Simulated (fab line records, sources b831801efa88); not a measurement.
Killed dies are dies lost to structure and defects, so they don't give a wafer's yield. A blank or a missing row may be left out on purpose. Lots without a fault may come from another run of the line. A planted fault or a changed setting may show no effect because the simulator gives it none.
Which tool did it? | flow gf180mcu | 24 lots, 72 wafers sampled, at 6 steps of a route of 602

WHAT THE GAUGES READ, wafer by wafer
GF_SALICIDE_THK_MEAS_05: measures by xrf. Usual: SALICIDE_TIN_THK 19.49 nm, standard deviation 0.28.
lot  | measured     | on            | SALICIDE_TIN_THK (nm) | flag
L074 | day 15 03:29 | film_metro-02 | 18.89 18.95 18.88     |
L075 | day 15 07:41 | film_metro-03 | 19.58 19.57 19.44     |
L076 | day 15 20:56 | film_metro-01 | 19.60 19.90 19.61     |
L077 | day 16 00:43 | film_metro-02 | 19.10 18.89 19.02     |
L078 | day 16 11:11 | film_metro-01 | 19.82 19.67 19.73     |
L079 | day 17 01:07 | film_metro-03 | 19.70 19.77 19.73     |
L080 | day 17 11:05 | film_metro-01 | 19.61 19.54 19.60     |
L081 | day 17 18:19 | film_metro-03 | 19.24 19.47 19.39     |
L082 | day 18 03:50 | film_metro-03 | 19.43 19.54 19.56     |
L083 | day 18 13:16 | film_metro-01 | 19.16 19.17 19.60     |
L084 | day 18 15:26 | film_metro-01 | 19.67 19.49 19.60     |
L085 | day 19 00:23 | film_metro-03 | 19.45 19.42 19.74     |
L086 | day 19 05:38 | film_metro-01 | 20.18 20.34 20.06     |
L087 | day 19 23:22 | film_metro-01 | 19.76 19.76 19.48     |
L088 | day 20 04:58 | film_metro-01 | 19.57 19.88 19.67     |
L089 | day 20 17:49 | film_metro-01 | 19.72 19.45 19.59     |
L090 | day 20 20:38 | film_metro-01 | 19.52 19.21 19.58     |
L091 | day 21 00:04 | film_metro-03 | 19.52 19.63 19.73     |
L092 | day 21 09:29 | film_metro-03 | 19.37 19.66 19.38     |
L093 | day 21 14:50 | film_metro-03 | 19.18 19.60 19.53     |
L094 | day 21 21:09 | film_metro-02 | 19.24 19.43 19.35     |
L095 | day 22 06:28 | film_metro-02 | 19.31 18.90 19.27     |
L096 | day 22 18:23 | film_metro-03 | 19.60 19.52 19.48     |
L097 | day 23 09:12 | film_metro-02 | 19.16 19.34 19.11     |

GF_V5_BOW_MEAS_05. Usual: V5_BOW 132 um, standard deviation 8.9.
lot  | measured     | on            | V5_BOW (um) | flag
L074 | day 26 08:43 | film_metro-01 | 133 132 136 |
L075 | day 26 12:22 | film_metro-02 | 140 131 144 |
L076 | day 26 23:53 | film_metro-01 | 139 125 130 |
L077 | day 27 03:28 | film_metro-04 | 131 121 117 |
L078 | day 27 12:37 | film_metro-01 | 132 128 129 |
L079 | day 28 02:51 | film_metro-04 | 127 121 123 |
L080 | day 28 09:54 | film_metro-02 | 140 148 134 |
L081 | day 28 16:44 | film_metro-01 | 139 151 135 |
L082 | day 29 01:24 | film_metro-01 | 120 125 128 |
L083 | day 29 08:13 | film_metro-01 | 151 140 130 |
L084 | day 29 10:58 | film_metro-04 | 134 124 129 |
L085 | day 29 15:20 | film_metro-01 | 136 141 132 |
L086 | day 29 21:21 | film_metro-01 | 126 128 123 |
L087 | day 30 10:29 | film_metro-02 | 131 121 128 |
L088 | day 30 16:13 | film_metro-01 | 142 136 140 |
L089 | day 31 01:40 | film_metro-01 | 144 141 146 |
L090 | day 31 03:01 | film_metro-04 | 123 139 126 |
L091 | day 31 05:34 | film_metro-04 | 124 127 121 |
L092 | day 31 14:10 | film_metro-01 | 131 122 133 |
L093 | day 31 15:16 | film_metro-02 | 128 142 131 |
L094 | day 31 22:20 | film_metro-01 | 149 140 143 |
L095 | day 32 03:34 | film_metro-02 | 125 136 132 |
L096 | day 32 11:55 | film_metro-02 | 129 127 128 |
L097 | day 32 23:35 | film_metro-02 | 119 113 102 |

GF_V5_OVL_MEAS_15. Usual: V5_OVL 7 nm, standard deviation 4.5.
lot  | measured     | on         | V5_OVL (nm) | flag
L074 | day 27 05:23 | overlay-01 | 6 1 4       |
L075 | day 27 09:01 | overlay-02 | 13 7 7      |
L076 | day 27 20:02 | overlay-01 | 10 8 4      |
L077 | day 27 23:13 | overlay-01 | 9 11 7      |
L078 | day 28 07:38 | overlay-01 | 9 3 8       |
L079 | day 28 22:11 | overlay-01 | 7 4 4       |
L080 | day 29 04:38 | overlay-01 | 6 12 2      |
L081 | day 29 11:37 | overlay-01 | 3 10 9      |
L082 | day 29 20:46 | overlay-01 | 11 11 3     |
L083 | day 30 03:38 | overlay-01 | 6 0 15      |
L084 | day 30 06:01 | overlay-02 | 3 -1 5      |
L085 | day 30 10:06 | overlay-01 | 15 5 13     |
L086 | day 30 15:44 | overlay-01 | 6 7 9       |
L087 | day 31 04:01 | overlay-01 | 9 11 13     |
L088 | day 31 09:55 | overlay-02 | 12 8 5      |
L089 | day 31 19:05 | overlay-02 | 4 -2 2      |
L090 | day 31 21:08 | overlay-02 | -1 5 1      |
L091 | day 31 22:08 | overlay-02 | 11 11 9     |
L092 | day 32 06:46 | overlay-02 | 3 5 5       |
L093 | day 32 08:50 | overlay-02 | 13 13 13    |
L094 | day 32 14:36 | overlay-02 | 6 5 8       |
L095 | day 32 19:28 | overlay-02 | 8 2 9       |
L096 | day 33 04:10 | overlay-02 | 6 9 7       |
L097 | day 33 15:45 | overlay-02 | 16 8 2      |

WHICH TOOL RAN EACH LOT (tool, then ch and the chambers of the sampled wafers, then the start)
lot  | GF_M1_SPUTTER_02             | GF_V2_CVD_02                    | GF_V2_SPUTTER_22
L074 | pvd_sputter-04, day 16 03:38 | pecvd-02 ch 0,1,2, day 19 05:27 | pvd_sputter-02, day 20 07:11
L075 | pvd_sputter-01, day 16 07:35 | pecvd-01 ch 0,1, day 19 09:29   | pvd_sputter-03, day 20 11:32
L076 | pvd_sputter-04, day 16 21:53 | pecvd-02 ch 0,1,2, day 20 00:58 | pvd_sputter-01, day 21 02:26
L077 | pvd_sputter-04, day 17 00:54 | pecvd-01 ch 0,1,2, day 20 03:49 | pvd_sputter-02, day 21 04:47
L078 | pvd_sputter-01, day 17 11:43 | pecvd-02 ch 0,1, day 20 14:14   | pvd_sputter-02, day 21 15:25
L079 | pvd_sputter-01, day 18 02:20 | pecvd-04 ch 0,1, day 21 06:26   | pvd_sputter-02, day 22 07:36
L080 | pvd_sputter-01, day 18 12:42 | pecvd-04 ch 0,1, day 21 15:55   | pvd_sputter-02, day 22 17:35
L081 | pvd_sputter-04, day 18 19:38 | pecvd-02 ch 0,1,2, day 21 23:06 | pvd_sputter-02, day 22 23:47
L082 | pvd_sputter-01, day 19 06:19 | pecvd-02 ch 0,2, day 22 10:33   | pvd_sputter-03, day 23 10:38
L083 | pvd_sputter-04, day 19 15:38 | pecvd-01 ch 0,1,2, day 22 18:56 | pvd_sputter-02, day 23 19:14
L084 | pvd_sputter-03, day 19 17:50 | pecvd-02 ch 0,2, day 22 22:28   | pvd_sputter-03, day 23 22:38
L085 | pvd_sputter-01, day 20 02:32 | pecvd-01 ch 0,1,2, day 23 04:55 | pvd_sputter-03, day 24 04:49
L086 | pvd_sputter-04, day 20 08:38 | pecvd-01 ch 0,1, day 23 10:56   | pvd_sputter-02, day 24 10:59
L087 | pvd_sputter-04, day 21 02:02 | pecvd-02 ch 1,2, day 24 04:07   | pvd_sputter-03, day 25 02:58
L088 | pvd_sputter-04, day 21 06:26 | pecvd-01 ch 1,2, day 24 09:09   | pvd_sputter-02, day 25 08:38
L089 | pvd_sputter-01, day 21 19:59 | pecvd-01 ch 0,1, day 24 21:20   | pvd_sputter-03, day 25 19:47
L090 | pvd_sputter-03, day 21 22:32 | pecvd-01 ch 0,1,2, day 24 23:20 | pvd_sputter-01, day 25 21:59
L091 | pvd_sputter-03, day 22 02:32 | pecvd-01 ch 0,2, day 25 03:32   | pvd_sputter-03, day 26 02:05
L092 | pvd_sputter-03, day 22 11:26 | pecvd-01 ch 1,2, day 25 10:58   | pvd_sputter-03, day 26 09:05
L093 | pvd_sputter-03, day 22 16:56 | pecvd-02 ch 0,1,2, day 25 15:07 | pvd_sputter-03, day 26 12:29
L094 | pvd_sputter-03, day 22 23:18 | pecvd-04 ch 0,1, day 25 22:19   | pvd_sputter-01, day 26 20:04
L095 | pvd_sputter-04, day 23 07:55 | pecvd-01 ch 0,1,2, day 26 05:27 | pvd_sputter-03, day 27 02:44
L096 | pvd_sputter-03, day 23 19:26 | pecvd-04 ch 0,1,2, day 26 16:38 | pvd_sputter-01, day 27 14:21
L097 | pvd_sputter-01, day 24 10:35 | pecvd-02 ch 0,1, day 27 06:00   | pvd_sputter-02, day 28 03:05
- GF_M1_SPUTTER_02: material AlCu, target thk 450 nm, time 23.9 s.
- GF_V2_CVD_02: deposits SiO2 from TEOS, target thk 850 nm, time 94.851 s.
- GF_V2_SPUTTER_22: material TiN, target thk 10 nm, time 40 s.

WHAT THE TOOLS THEMSELVES READ (means of the sampled wafers that have a number; where no wafer has one, the mark that the record gives instead)
GF_M1_SPUTTER_02. Usual: throttle_valve_pct 30.0 %, standard deviation 0.75.
lot  | tool           | throttle_valve_pct (%) | flag
L074 | pvd_sputter-04 | 29.6                   |
L075 | pvd_sputter-01 | 29.8                   |
L076 | pvd_sputter-04 | 29.5                   |
L077 | pvd_sputter-04 | 29.3                   |
L078 | pvd_sputter-01 | 30.4                   |
L079 | pvd_sputter-01 | 30.2                   |
L080 | pvd_sputter-01 | 29.8                   |
L081 | pvd_sputter-04 | 29.9                   |
L082 | pvd_sputter-01 | 30.3                   |
L083 | pvd_sputter-04 | 30.5                   |
L084 | pvd_sputter-03 | 30.0                   |
L085 | pvd_sputter-01 | 30.4                   |
L086 | pvd_sputter-04 | 30.3                   |
L087 | pvd_sputter-04 | 30.1                   |
L088 | pvd_sputter-04 | 30.8                   |
L089 | pvd_sputter-01 | 30.3                   |
L090 | pvd_sputter-03 | 29.9                   |
L091 | pvd_sputter-03 | 30.0                   |
L092 | pvd_sputter-03 | 30.0                   |
L093 | pvd_sputter-03 | 30.0                   |
L094 | pvd_sputter-03 | 29.6                   |
L095 | pvd_sputter-04 | 30.4                   |
L096 | pvd_sputter-03 | 29.7                   |
L097 | pvd_sputter-01 | 29.8                   |

GF_V2_CVD_02. Usual: heater_power_outer_w 390 W, standard deviation 53; heater_power_w 680 W, standard deviation 77.
lot  | tool     | heater_power_outer_w (W) | heater_power_w (W) | flag
L074 | pecvd-02 | 335                      | 626                |
L075 | pecvd-01 | 410                      | 674                |
L076 | pecvd-02 | 368                      | 673                |
L077 | pecvd-01 | 423                      | 720                |
L078 | pecvd-02 | 337                      | 631                |
L079 | pecvd-04 | 375                      | 612                |
L080 | pecvd-04 | 429                      | 645                |
L081 | pecvd-02 | 341                      | 644                |
L082 | pecvd-02 | 320                      | 596                |
L083 | pecvd-01 | 443                      | 751                |
L084 | pecvd-02 | 332                      | 610                |
L085 | pecvd-01 | 434                      | 744                |
L086 | pecvd-01 | 393                      | 639                |
L087 | pecvd-02 | 387                      | 694                |
L088 | pecvd-01 | 431                      | 705                |
L089 | pecvd-01 | 450                      | 757                |
L090 | pecvd-01 | 434                      | 748                |
L091 | pecvd-01 | 435                      | 780                |
L092 | pecvd-01 | 441                      | 756                |
L093 | pecvd-02 | 350                      | 648                |
L094 | pecvd-04 | 379                      | 614                |
L095 | pecvd-01 | 433                      | 724                |
L096 | pecvd-04 | 399                      | 643                |
L097 | pecvd-02 | 358                      | 665                |

GF_V2_SPUTTER_22. Usual: throttle_valve_pct 29.9 %, standard deviation 0.82.
lot  | tool           | throttle_valve_pct (%) | flag
L074 | pvd_sputter-02 | 29.7                   |
L075 | pvd_sputter-03 | 30.0                   |
L076 | pvd_sputter-01 | 29.7                   |
L077 | pvd_sputter-02 | 29.3                   |
L078 | pvd_sputter-02 | 28.8                   |
L079 | pvd_sputter-02 | 29.1                   |
L080 | pvd_sputter-02 | 30.1                   |
L081 | pvd_sputter-02 | 30.4                   |
L082 | pvd_sputter-03 | 29.9                   |
L083 | pvd_sputter-02 | 30.3                   |
L084 | pvd_sputter-03 | 30.0                   |
L085 | pvd_sputter-03 | 29.6                   |
L086 | pvd_sputter-02 | 29.2                   |
L087 | pvd_sputter-03 | 29.3                   |
L088 | pvd_sputter-02 | 30.9                   |
L089 | pvd_sputter-03 | 30.1                   |
L090 | pvd_sputter-01 | 30.3                   |
L091 | pvd_sputter-03 | 29.6                   |
L092 | pvd_sputter-03 | 29.7                   |
L093 | pvd_sputter-03 | 29.7                   |
L094 | pvd_sputter-01 | 30.3                   |
L095 | pvd_sputter-03 | 29.8                   |
L096 | pvd_sputter-01 | 30.4                   |
L097 | pvd_sputter-02 | 29.9                   |

THE ANSWER, worked out from the rows above alone
Rule: a lot is off if the mean of its wafers that have a number lies more than 3 standard deviations from the usual mean. A lot without any number at a reading at which 4 lots or more have one is off too. The other lots that the step has rows for count as sound. The gauges are gone through in route order, then the tools' own readings, and for those a lot's mean is taken as printed above. The first step at which some lot is off is used, and at that step the reading that is off furthest; a lot without a number counts as furthest.
No lot is off at any reading shown: from this, nothing can be told.

WHAT THE SIMULATOR HAD PUT IN
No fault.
